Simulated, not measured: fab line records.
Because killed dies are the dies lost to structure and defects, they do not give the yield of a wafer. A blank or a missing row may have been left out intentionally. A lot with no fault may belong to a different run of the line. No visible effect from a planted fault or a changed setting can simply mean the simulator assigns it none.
Which tool did it? ; flow gf180mcu ; 20 wafers sampled from 7 lots at 1 step of a route of 602

== WHAT EACH GAUGE READ, for each wafer ==
GF_VT_IMPLANT_RS_MEAS_47: measures by four-point-probe.
lot;measured;on;NWELL_RS (ohm/sq)
L870;day 8 13:50;filmMetro-01;486.8 487.3 488.1
L872;day 8 18:38;filmMetro-03;487.1 490.1 487.6
L874;day 9 17:37;filmMetro-03;487.9 488.8
L876;day 10 02:04;filmMetro-03;488.9 488.5 486.5
L878;day 10 15:01;filmMetro-03;486.4 487.4 487.3
L887;day 13 03:14;filmMetro-01;487.7 487.3 487.4
L890;day 14 02:40;filmMetro-03;486.8 487.4 486.0

== WHICH TOOL RAN EACH LOT (tool, then ch and the chambers of the sampled wafers, then the start) ==
The record holds no process step before these readings.

== THE ANSWER, worked out from the rows above alone ==
Rule: what is usual is taken from the lots themselves. The widest of any qualifying gaps counts: lots, ordered by their means at a reading, are off when they make up no more than a third of the lots, leave a main group of 4 or more, and stand apart from it by 3 or more times the standard deviation of that group's means. A main group whose means are all the same, to the digits that the tables above print for the reading, isn't used. A lot without any number at a reading at which 4 lots or more have one is off too. The other lots that the step has rows for count as sound.
No lot is off on any of the readings shown, so nothing can be concluded from this.

== WHAT WAS PUT IN BY THE SIMULATOR ==
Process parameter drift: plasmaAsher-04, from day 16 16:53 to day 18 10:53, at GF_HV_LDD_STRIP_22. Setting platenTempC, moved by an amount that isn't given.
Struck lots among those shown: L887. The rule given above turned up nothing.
